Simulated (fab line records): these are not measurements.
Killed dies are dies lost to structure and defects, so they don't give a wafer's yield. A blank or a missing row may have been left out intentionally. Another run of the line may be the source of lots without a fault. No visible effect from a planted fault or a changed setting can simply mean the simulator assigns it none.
fab line records	flow sky130
record: lots: 5	wafers: 15	lastDay: 50
route steps=708 shown METAL5@676 PASSIVATION@681 PAD_OPEN@694
lots with no fault: from the same line, run without faults
startH: hours from the record's first day to the start of the lot's first wafer shown	waitH: time in hours since the lot's previous step	" identical to the entry in the row above	L1.1+2: one row covering several wafers at once	- either no value or no given start	* or withheld: withheld	< > ~ a bound
route shown NAME@n: NAME is a module with steps in the file, n the number in the route of the first one	usual: mean/standard deviation taken from wafers without a fault	same: alike in all rows	chamber/n: place in a boat	sites: readings site by site	_std_site: standard deviation of those values	_edge_site: inner sites' mean taken away from outer sites' mean	radiusMm: for every site, how far away it sits from the centre of the wafer	mask NAME#n: copy n	behind: tool/chamber where the wafer was last shaped	hold: why the lot was held/for how many hours/how that ended	device: the transistor (n, p or np) that didn't switch	end of line: the tests these same wafers got at the end of their route	where a step has no rows: the recipe by itself	killed: dies that structure and defects cost at the first sort, which is not the same as the wafer's yield	map: a wafer's dies, marking killed ones x, the rest . and places with no die _
set.NAME: the setting that was run; set.NAME@STEP: the one run at that earlier step	model.NAME: the simulator's own value behind a step, which no gauge read
a table for each step, a row for each wafer; lots at some steps of the route
services: the hour from which a tool's chamber was out of use, counted from the record's first day as startH (under 0 if before that day), plus the number of hours and why
== steps ==
step: SKY_METAL5_METAL_ETCH_15
recipe: targetDepthA: 12600	stopOn: SiO2	overEtchFrac: 0.2	timeS: 252	chemistry: Cl2/BCl3	resistSidewallDeg: 86	pressureMtorr: 10	icpW: 900	biasW: 48.5	Cl2_flow_sccm: 60	bcl3FlowSccm: 30
usual: drypumpMotorCurrentA: 5.6/0.57	oesProductAu: 0.894/0.0052	throttleValvePct: 22.264/0.0095
same: overEtchFrac: 0.2
lot.wafer	tool	chamber	startH	waitH	drypumpMotorCurrentA	oesProductAu	rfHoursCounterH	throttleValvePct
L077.1	rieMetal-04	0	1057.65	0.0	5.1	0.884	14	22.276
L077.2	"	1	"	"	5.1	0.891	15	22.275
L077.3	"	0	"	"	5.1	0.890	-	22.264
L091.2	rieMetal-01	0	1133.02	0.0	6.5	0.898	2	22.263
L091.3	"	0	"	"	6.5	0.889	-	22.268
L091.4	"	1	"	"	6.3	0.900	-	22.266
L093.2	rieMetal-04	1	1148.95	0.0	5.1	0.892	23	22.273
L093.4	"	1	"	"	5.2	0.893	-	22.266
L093.5	"	1	"	"	5.2	0.902	-	22.272
L094.1	rieMetal-04	1	1154.57	0.0	5.2	0.898	24	22.263
L094.2	"	0	"	"	5.1	0.901	22	22.252
L094.3	"	1	"	"	5.1	0.902	-	22.268
L096.1	rieMetal-02	1	1155.52	0.0	5.7	0.900	25	22.256
L096.4	"	0	"	"	4.9	0.884	-	22.281
L096.6	"	0	"	"	4.9	0.887	-	22.273
step: SKY_METAL5_STRIP_16
recipe: chemistry: O2/N2	powerW: 1400	pressureMtorr: 1500	platenTempC: withheld	o2FlowSccm: 3000	n2FlowSccm: 300	overashFraction: 0.5
usual: drypumpMotorCurrentA: 5.45/0.19	oesProductAu: 0.710/0.0044	stripTimeToEndpointS: 13.11/0.095
lot.wafer	tool	chamber	startH	waitH	drypumpMotorCurrentA	oesProductAu	rfHoursCounterH	stripTimeToEndpointS
L077.1	plasmaAsher-03	1	1057.88	0.2	5.39	0.722	61	13.04
L077.2	"	0	"	"	5.27	0.714	61	13.15
L077.3	"	1	"	"	5.41	0.709	-	13.10
L091.2	plasmaAsher-03	1	1133.26	0.2	5.42	0.707	68	13.20
L091.3	"	0	"	"	5.26	0.709	-	13.08
L091.4	"	1	"	"	5.40	0.711	-	12.99
L093.2	plasmaAsher-04	1	1149.19	0.2	5.80	0.712	9	13.22
L093.4	"	0	"	"	5.41	0.715	-	13.32
L093.5	"	1	"	"	5.80	0.716	-	13.22
L094.1	plasmaAsher-03	0	1154.81	0.2	5.24	0.708	70	13.08
L094.2	"	1	"	"	5.39	0.704	70	13.03
L094.3	"	1	"	"	5.39	0.701	-	13.18
L096.1	plasmaAsher-04	1	1155.76	0.2	5.78	0.700	9	13.04
L096.4	"	0	"	"	5.42	0.710	-	13.16
L096.6	"	0	"	"	5.44	0.713	-	13.11
step: SKY_METAL5_STRIP_17
recipe: chemistry: postEtchResidueRemover	timeS: 1200	tempC: 72.5
lot.wafer	tool	chamber	startH	waitH
L077.1+2+3	wetBench-03	2	1057.98	0.1
L091.2+3+4	wetBench-02	0	1133.36	0.1
L093.2+4+5	wetBench-03	3	1149.29	0.1
L094.1+2+3	wetBench-02	0	1154.91	0.1
L096.1+4+6	wetBench-03	0	1155.86	0.1
step: SKY_METAL5_CLEAN_18
recipe: chemistry: IPA	timeS: 180	tempC: 25
lot.wafer	tool	chamber	startH	waitH
L077.1+2+3	wetBench-04	3	1058.33	0.0
L091.2+3+4	wetBench-02	3	1133.73	0.0
L093.2+4+5	wetBench-04	0	1149.63	0.0
L094.1+2+3	wetBench-03	3	1155.25	0.0
L096.1+4+6	wetBench-03	3	1156.20	0.0
step: SKY_METAL5_CLEAN_19
recipe: chemistry: O3/DIW	dry: n2Spin
lot.wafer	tool	chamber	startH	waitH
L077.1+2+3	wetBench-02	0	1058.38	0.0
L091.2+3+4	wetBench-02	0	1133.79	0.0
L093.2+4+5	wetBench-02	3	1149.69	0.0
L094.1+2+3	wetBench-02	0	1155.31	0.0
L096.1+4+6	wetBench-03	0	1156.26	0.0
step: SKY_PASSIVATION_CVD_00
recipe: material: SiO2	targetThkNm: 90	tempC: 400	timeS: withheld	rfW: 600
usual: heaterPowerW: 626/98
lot.wafer	tool	chamber	startH	waitH	heaterPowerW
L077.1	pecvd-04	1	1058.48	0.0	582
L077.2	"	2	"	"	662
L077.3	"	0	"	"	636
L091.2	pecvd-04	2	1133.89	0.0	671
L091.3	"	0	"	"	645
L091.4	"	0	"	"	654
L093.2	pecvd-02	1	1149.78	0.0	744
L093.4	"	1	"	"	735
L093.5	"	2	"	"	618
L094.1	pecvd-04	0	1155.40	0.0	583
L094.2	"	2	"	"	548
L094.3	"	1	"	"	671
L096.1	pecvd-04	1	1156.35	0.0	711
L096.4	"	1	"	"	698
L096.6	"	0	"	"	571
step: SKY_PASSIVATION_THK_MEAS_01
recipe: reads: SiO2_of_PASSIVATION_CVD_00
usual: PASSIVATION_CVD_00_THK: 90.1/1.1
lot.wafer	tool	chamber	startH	waitH	PASSIVATION_CVD_00_THK[nm]
L077.1	filmMetro-01	-	1058.50	-	90.5
L077.2	"	-	"	"	90.4
L077.3	"	-	"	"	89.7
L091.2	filmMetro-02	-	1133.92	-	87.9
L091.3	"	-	"	"	88.0
L091.4	"	-	"	"	89.3
L093.2	filmMetro-01	-	1149.81	-	89.2
L093.4	"	-	"	"	90.9
L093.5	"	-	"	"	90.5
L094.1	filmMetro-01	-	1155.42	-	90.4
L094.2	"	-	"	"	89.0
L094.3	"	-	"	"	90.4
L096.1	filmMetro-04	-	1156.37	-	89.4
L096.4	"	-	"	"	92.1
L096.6	"	-	"	"	92.2
step: SKY_PASSIVATION_CVD_02
recipe: material: Si3N4	targetThkNm: 540	tempC: 400	timeS: withheld	rfW: 450
usual: heaterPowerW: 677/110
lot.wafer	tool	chamber	startH	waitH	heaterPowerW
L077.1	pecvd-02	0	1058.56	0.1	551
L077.2	"	2	"	"	620
L077.3	"	0	"	"	565
L091.2	pecvd-01	2	1133.97	0.0	621
L091.3	"	0	"	"	717
L091.4	"	2	"	"	616
L093.2	pecvd-01	2	1149.86	0.0	626
L093.4	"	2	"	"	672
L093.5	"	0	"	"	740
L094.1	pecvd-02	1	1155.48	0.1	920
L094.2	"	0	"	"	593
L094.3	"	2	"	"	662
L096.1	pecvd-01	2	1156.43	0.1	622
L096.4	"	1	"	"	741
L096.6	"	2	"	"	647
step: SKY_PASSIVATION_THK_MEAS_03
recipe: reads: Si3N4_of_PASSIVATION_CVD_02
usual: PASSIVATION_CVD_02_THK: 540/6.1
lot.wafer	tool	chamber	startH	waitH	PASSIVATION_CVD_02_THK[nm]
L077.1	filmMetro-04	-	1058.90	-	531
L077.2	"	-	"	"	535
L077.3	"	-	"	"	537
L091.2	filmMetro-04	-	1134.21	-	530
L091.3	"	-	"	"	531
L091.4	"	-	"	"	545
L093.2	filmMetro-01	-	1150.09	-	527
L093.4	"	-	"	"	542
L093.5	"	-	"	"	542
L094.1	filmMetro-02	-	1155.70	-	529
L094.2	"	-	"	"	538
L094.3	"	-	"	"	531
L096.1	filmMetro-02	-	1156.65	-	542
L096.4	"	-	"	"	539
L096.6	"	-	"	"	549
step: SKY_PASSIVATION_DEHYDRATE_04
recipe: tempC: 200	timeS: 60
usual: chillPlateTempC: 23.01/0.11	plateTempC: 200.00/0.16
lot.wafer	tool	chamber	startH	waitH	chillPlateTempC	plateTempC
L077.1	lithoTrack-01	0	1069.04	10.1	22.86	200.11
L077.2	"	0	"	"	22.91	199.93
L077.3	"	0	"	"	22.88	200.05
L091.2	lithoTrack-01	0	1143.21	9.0	23.11	200.40
L091.3	"	0	"	"	22.98	200.17
L091.4	"	0	"	"	22.93	200.23
L093.2	lithoTrack-01	0	1158.81	8.7	22.91	199.84
L093.4	"	0	"	"	22.99	200.04
L093.5	"	0	"	"	23.18	199.76
L094.1	lithoTrack-01	0	1164.49	8.8	23.09	199.98
L094.2	"	0	"	"	23.01	200.19
L094.3	"	0	"	"	23.01	200.14
L096.1	lithoTrack-01	0	1165.44	8.8	22.99	200.50
L096.4	"	0	"	"	22.94	200.23
L096.6	"	0	"	"	23.07	200.10
step: SKY_PASSIVATION_HMDS_05
recipe: primeTimeS: 60	primeTempC: 120
usual: chillPlateTempC: 23.00/0.1
lot.wafer	tool	chamber	startH	waitH	chillPlateTempC
L077.1	lithoTrack-01	0	1069.19	0.1	23.20
L077.2	"	0	"	"	23.05
L077.3	"	0	"	"	23.14
L091.2	lithoTrack-01	0	1143.36	0.1	23.01
L091.3	"	0	"	"	23.15
L091.4	"	0	"	"	22.97
L093.2	lithoTrack-01	0	1158.96	0.1	22.84
L093.4	"	0	"	"	22.94
L093.5	"	0	"	"	22.94
L094.1	lithoTrack-01	0	1164.64	0.1	23.06
L094.2	"	0	"	"	23.05
L094.3	"	0	"	"	22.93
L096.1	lithoTrack-01	0	1165.59	0.1	23.07
L096.4	"	0	"	"	23.04
L096.6	"	0	"	"	22.90
step: SKY_PASSIVATION_COAT_06
recipe: spinRpm: 2000	resistThkNm: 3000
usual: chillPlateTempC: 23.00/0.11	spinSpeedRpm: 1999.9/1.6
lot.wafer	tool	chamber	startH	waitH	chillPlateTempC	spinSpeedRpm
L077.1	lithoTrack-01	0	1069.34	0.1	22.95	1999.3
L077.2	"	0	"	"	22.97	1999.0
L077.3	"	0	"	"	22.88	1998.1
L091.2	lithoTrack-01	0	1143.51	0.1	22.83	2002.3
L091.3	"	0	"	"	22.96	2002.0
L091.4	"	0	"	"	23.06	2002.5
L093.2	lithoTrack-01	0	1159.11	0.1	22.95	1999.1
L093.4	"	0	"	"	23.13	1999.2
L093.5	"	0	"	"	22.97	1999.3
L094.1	lithoTrack-01	0	1164.79	0.1	22.96	1999.5
L094.2	"	0	"	"	23.07	2000.8
L094.3	"	0	"	"	22.91	1998.1
L096.1	lithoTrack-01	0	1165.74	0.1	23.13	2002.4
L096.4	"	0	"	"	23.05	2000.3
L096.6	"	0	"	"	23.02	2000.7
step: SKY_PASSIVATION_SOFTBAKE_07
recipe: tempC: 110	timeS: withheld
usual: chillPlateTempC: 22.98/0.1	plateTempC: 110.00/0.13
lot.wafer	tool	chamber	startH	waitH	chillPlateTempC	plateTempC
L077.1	lithoTrack-01	0	1069.49	0.1	23.07	109.81
L077.2	"	0	"	"	22.98	109.95
L077.3	"	0	"	"	23.15	109.80
L091.2	lithoTrack-01	0	1143.67	0.1	22.87	110.31
L091.3	"	0	"	"	23.02	110.01
L091.4	"	0	"	"	23.01	110.13
L093.2	lithoTrack-01	0	1159.27	0.1	22.88	109.98
L093.4	"	0	"	"	22.96	109.94
L093.5	"	0	"	"	23.08	110.03
L094.1	lithoTrack-01	0	1164.94	0.1	23.17	110.06
L094.2	"	0	"	"	23.09	110.12
L094.3	"	0	"	"	23.15	110.14
L096.1	lithoTrack-01	0	1165.89	0.1	22.91	109.92
L096.4	"	0	"	"	22.88	109.69
L096.6	"	0	"	"	22.92	109.94
step: SKY_PASSIVATION_EXPOSE_08
recipe: maskId: NSM	targetCdNm: 3000	na: 0.57	doseMj: 260
usual: stageVelMmS: 500.01/0.25
lot.wafer	tool	chamber	startH	waitH	mask	stageVelMmS
L077.1	ilineStepper-02	0	-	-	NSM#0	499.63
L077.2	"	0	"	"	NSM#0	500.22
L077.3	"	0	"	"	NSM#0	500.19
L091.2	ilineStepper-01	0	-	-	NSM#0	499.62
L091.3	"	0	"	"	NSM#0	499.95
L091.4	"	0	"	"	NSM#0	499.56
L093.2	ilineStepper-02	0	-	-	NSM#0	499.51
L093.4	"	0	"	"	NSM#0	499.85
L093.5	"	0	"	"	NSM#0	499.96
L094.1	ilineStepper-02	0	-	-	NSM#0	499.88
L094.2	"	0	"	"	NSM#0	499.53
L094.3	"	0	"	"	NSM#0	499.67
L096.1	ilineStepper-02	0	-	-	NSM#0	500.22
L096.4	"	0	"	"	NSM#0	500.07
L096.6	"	0	"	"	NSM#0	500.09
step: SKY_PASSIVATION_PEB_09
recipe: tempC: 115	timeS: withheld
usual: chillPlateTempC: 22.99/0.1	plateTempC: 115.01/0.14
lot.wafer	tool	chamber	startH	waitH	chillPlateTempC	plateTempC
L077.1	lithoTrack-01	0	-	-	23.00	114.91
L077.2	"	0	"	"	22.95	115.06
L077.3	"	0	"	"	22.95	114.99
L091.2	lithoTrack-01	0	-	-	23.13	115.09
L091.3	"	0	"	"	23.03	115.06
L091.4	"	0	"	"	23.03	114.95
L093.2	lithoTrack-01	0	-	-	22.99	114.88
L093.4	"	0	"	"	22.98	114.82
L093.5	"	0	"	"	22.90	114.61
L094.1	lithoTrack-04	0	-	-	23.00	114.96
L094.2	"	0	"	"	22.72	115.08
L094.3	"	0	"	"	22.82	114.95
L096.1	lithoTrack-01	0	-	-	23.03	115.06
L096.4	"	0	"	"	23.09	114.91
L096.6	"	0	"	"	23.05	115.03
step: SKY_PASSIVATION_DEVELOP_10
recipe: developTimeS: 60	devTempC: 23
usual: chillPlateTempC: 23.00/0.12
lot.wafer	tool	chamber	startH	waitH	chillPlateTempC
L077.1	lithoTrack-01	0	-	-	22.86
L077.2	"	0	"	"	22.94
L077.3	"	0	"	"	22.89
L091.2	lithoTrack-01	0	-	-	23.18
L091.3	"	0	"	"	23.18
L091.4	"	0	"	"	23.14
L093.2	lithoTrack-01	0	-	-	23.34
L093.4	"	0	"	"	23.19
L093.5	"	0	"	"	23.30
L094.1	lithoTrack-04	0	-	-	22.94
L094.2	"	0	"	"	22.89
L094.3	"	0	"	"	22.86
L096.1	lithoTrack-01	0	-	-	23.07
L096.4	"	0	"	"	23.04
L096.6	"	0	"	"	22.99
step: SKY_PASSIVATION_ETCH_11
recipe: chemistry: CF4/O2	targetDepthNm: 725	stopOn: AlCu	sourceW: 800	biasW: 150	pressureMtorr: 150	cf4FlowSccm: 80	O2_flow_sccm: 10	timeS: 161.1
usual: O2_flow_sccm: 10.00/0.031	drypumpMotorCurrentA: 5.8/0.54	oesProductAu: 0.978/0.0064	throttleValvePct: 5.964/0.01
lot.wafer	tool	chamber	startH	waitH	O2_flow_sccm	drypumpMotorCurrentA	oesProductAu	rfHoursCounterH	throttleValvePct
L077.1	rieDiel-04	1	1080.44	-	9.96	6.0	0.969	20	5.963
L077.2	"	3	"	"	9.99	6.3	0.969	3	5.968
L077.3	"	0	"	"	9.96	5.2	0.983	7	5.964
L091.2	rieDiel-03	2	1152.59	-	10.02	5.6	0.964	25	5.961
L091.3	"	1	"	"	10.06	5.7	0.964	12	5.940
L091.4	"	3	"	"	10.01	5.6	0.980	9	5.949
L093.2	rieDiel-03	1	1168.39	-	9.96	5.7	0.965	12	5.970
L093.4	"	0	"	"	9.98	6.8	0.983	28	5.961
L093.5	"	3	"	"	9.97	5.6	0.989	-	5.961
L094.1	rieDiel-03	0	1173.61	-	10.00	6.8	0.969	28	5.970
L094.2	"	3	"	"	10.01	5.5	0.973	10	5.950
L094.3	"	1	"	"	9.97	5.7	0.973	12	5.967
L096.1	rieDiel-01	0	1174.14	-	10.07	5.6	0.972	20	5.963
L096.4	"	2	"	"	9.95	6.7	0.979	21	5.970
L096.6	"	2	"	"	9.95	6.7	0.982	-	5.958
step: SKY_PASSIVATION_STRIP_12
recipe: chemistry: O2/N2	powerW: 1400	pressureMtorr: 1500	platenTempC: withheld	overashFraction: 0.7	o2FlowSccm: 3000	n2FlowSccm: 300
usual: drypumpMotorCurrentA: 5.6/0.32	oesProductAu: 0.661/0.0048	stripTimeToEndpointS: 31.52/0.11
lot.wafer	tool	chamber	startH	waitH	drypumpMotorCurrentA	oesProductAu	rfHoursCounterH	stripTimeToEndpointS
L077.1	plasmaAsher-04	0	1080.54	0.1	5.4	0.664	1	31.64
L077.2	"	1	"	"	5.8	0.659	1	31.59
L077.3	"	0	"	"	5.4	0.664	-	31.60
L091.2	plasmaAsher-01	1	1152.69	0.1	5.3	0.661	106	31.53
L091.3	"	1	"	"	5.4	0.651	-	31.53
L091.4	"	0	"	"	5.4	0.664	-	31.66
L093.2	plasmaAsher-04	0	1168.49	0.1	5.4	0.662	10	31.54
L093.4	"	0	"	"	5.4	0.662	-	31.51
L093.5	"	1	"	"	5.8	0.662	-	31.52
L094.1	plasmaAsher-02	1	1173.72	0.1	5.4	0.653	42	31.34
L094.2	"	0	"	"	6.3	0.655	42	31.56
L094.3	"	1	"	"	5.4	0.661	-	31.67
L096.1	plasmaAsher-04	0	1174.24	0.1	5.4	0.662	11	31.38
L096.4	"	1	"	"	5.8	0.660	-	31.50
L096.6	"	0	"	"	5.4	0.667	-	31.49
step: SKY_PAD_OPEN_DEHYDRATE_00
recipe: tempC: 200	timeS: 60
usual: chillPlateTempC: 22.97/0.11	plateTempC: 200.02/0.15
lot.wafer	tool	chamber	startH	waitH	chillPlateTempC	plateTempC
L077.1	lithoTrack-04	0	1090.36	9.8	22.95	199.97
L077.2	"	0	"	"	23.01	200.09
L077.3	"	0	"	"	23.21	200.29
L091.2	lithoTrack-04	0	1161.29	8.6	22.91	199.93
L091.3	"	0	"	"	23.06	199.85
L091.4	"	0	"	"	22.74	199.93
L093.2	lithoTrack-03	0	1175.76	7.2	22.93	199.90
L093.4	"	0	"	"	23.01	200.13
L093.5	"	0	"	"	23.11	199.95
L094.1	lithoTrack-02	0	1181.17	7.4	23.10	199.99
L094.2	"	0	"	"	22.99	200.16
L094.3	"	0	"	"	23.02	200.16
L096.1	lithoTrack-02	0	1182.17	7.9	22.94	199.91
L096.4	"	0	"	"	22.90	200.09
L096.6	"	0	"	"	23.01	199.91
step: SKY_PAD_OPEN_HMDS_01
recipe: primeTimeS: 60	primeTempC: 120
usual: chillPlateTempC: 22.99/0.11
lot.wafer	tool	chamber	startH	waitH	chillPlateTempC
L077.1	lithoTrack-04	0	1090.51	0.1	23.04
L077.2	"	0	"	"	22.89
L077.3	"	0	"	"	22.87
L091.2	lithoTrack-04	0	1161.44	0.1	22.97
L091.3	"	0	"	"	22.95
L091.4	"	0	"	"	22.94
L093.2	lithoTrack-03	0	1175.91	0.1	22.95
L093.4	"	0	"	"	22.98
L093.5	"	0	"	"	22.83
L094.1	lithoTrack-02	0	1181.32	0.1	22.94
L094.2	"	0	"	"	22.90
L094.3	"	0	"	"	22.94
L096.1	lithoTrack-02	0	1182.32	0.1	23.02
L096.4	"	0	"	"	23.04
L096.6	"	0	"	"	22.94
step: SKY_PAD_OPEN_COAT_02
recipe: spinRpm: 2000	resistThkNm: 3000
usual: chillPlateTempC: 23.01/0.093	spinSpeedRpm: 2000.1/1.6
lot.wafer	tool	chamber	startH	waitH	chillPlateTempC	spinSpeedRpm
L077.1	lithoTrack-04	0	1090.66	0.1	23.03	1999.3
L077.2	"	0	"	"	23.15	1999.7
L077.3	"	0	"	"	23.02	1999.7
L091.2	lithoTrack-04	0	1161.59	0.1	23.04	1999.2
L091.3	"	0	"	"	23.07	2000.1
L091.4	"	0	"	"	23.18	2000.2
L093.2	lithoTrack-03	0	1176.06	0.1	23.05	2001.0
L093.4	"	0	"	"	23.14	1997.5
L093.5	"	0	"	"	23.01	1998.5
L094.1	lithoTrack-02	0	1181.47	0.1	22.97	1998.2
L094.2	"	0	"	"	23.07	2001.2
L094.3	"	0	"	"	22.94	2002.8
L096.1	lithoTrack-02	0	1182.47	0.1	23.00	1996.6
L096.4	"	0	"	"	22.86	2002.3
L096.6	"	0	"	"	22.95	2001.0
step: SKY_PAD_OPEN_SOFTBAKE_03
recipe: tempC: 110	timeS: withheld
usual: chillPlateTempC: 23.00/0.11	plateTempC: 110.02/0.13
lot.wafer	tool	chamber	startH	waitH	chillPlateTempC	plateTempC
L077.1	lithoTrack-04	0	1090.81	0.1	23.05	110.20
L077.2	"	0	"	"	22.91	110.06
L077.3	"	0	"	"	22.82	110.04
L091.2	lithoTrack-04	0	1161.75	0.1	22.84	110.05
L091.3	"	0	"	"	22.92	110.07
L091.4	"	0	"	"	23.03	109.96
L093.2	lithoTrack-03	0	1176.22	0.1	23.11	109.94
L093.4	"	0	"	"	23.06	110.16
L093.5	"	0	"	"	23.04	110.07
L094.1	lithoTrack-02	0	1181.62	0.1	23.07	109.76
L094.2	"	0	"	"	23.01	109.82
L094.3	"	0	"	"	23.00	109.99
L096.1	lithoTrack-02	0	1182.62	0.1	23.12	109.94
L096.4	"	0	"	"	23.01	109.85
L096.6	"	0	"	"	23.07	109.91
step: SKY_PAD_OPEN_EXPOSE_04
recipe: maskId: PDM	targetCdNm: 60000	na: 0.57	doseMj: 260
usual: stageVelMmS: 499.98/0.26
lot.wafer	tool	chamber	startH	waitH	mask	stageVelMmS
L077.1	ilineStepper-02	0	-	-	PDM#0	500.24
L077.2	"	0	"	"	PDM#0	499.68
L077.3	"	0	"	"	PDM#0	500.16
L091.2	ilineStepper-01	0	-	-	PDM#0	500.42
L091.3	"	0	"	"	PDM#0	500.24
L091.4	"	0	"	"	PDM#0	500.40
L093.2	ilineStepper-01	0	-	-	PDM#0	500.09
L093.4	"	0	"	"	PDM#0	499.78
L093.5	"	0	"	"	PDM#0	499.58
L094.1	ilineStepper-02	0	-	-	PDM#0	500.13
L094.2	"	0	"	"	PDM#0	500.18
L094.3	"	0	"	"	PDM#0	500.29
L096.1	ilineStepper-01	0	-	-	PDM#0	500.21
L096.4	"	0	"	"	PDM#0	500.38
L096.6	"	0	"	"	PDM#0	500.48
== services ==
tool	chamber	startH	hours	kind
rieDiel-01	0	1038.02	4.0	repair
rieDiel-03	2	1043.98	2.8	repair
ilineStepper-02	-	1048.60	0.5	repair
pecvd-01	-	1051.59	1.1	repair
pecvd-02	1	1053.95	17.3	repair
plasmaAsher-04	-	1055.25	9.0	pm
pecvd-04	1	1071.22	5.1	repair
ilineStepper-01	-	1077.49	21.7	repair
plasmaAsher-04	-	1083.20	3.8	repair
plasmaAsher-04	-	1085.09	2.1	repair
pecvd-04	1	1092.12	7.9	repair
plasmaAsher-03	-	1094.04	4.5	repair
ilineStepper-02	-	1095.23	1.5	repair
rieDiel-03	1	1112.31	2.4	repair
rieDiel-03	3	1112.39	7.7	repair
ilineStepper-02	-	1112.66	1.7	pm
pecvd-01	-	1112.88	1.5	repair
rieDiel-03	0	1115.61	5.7	repair
rieDiel-03	1	1122.06	9.1	repair
rieDiel-03	3	1124.97	13.5	repair
plasmaAsher-04	-	1134.72	0.4	repair
pecvd-01	-	1139.96	1.8	repair
ilineStepper-02	-	1153.55	1.9	repair
wetBench-04	-	1158.25	0.8	repair
== key ==
fault none
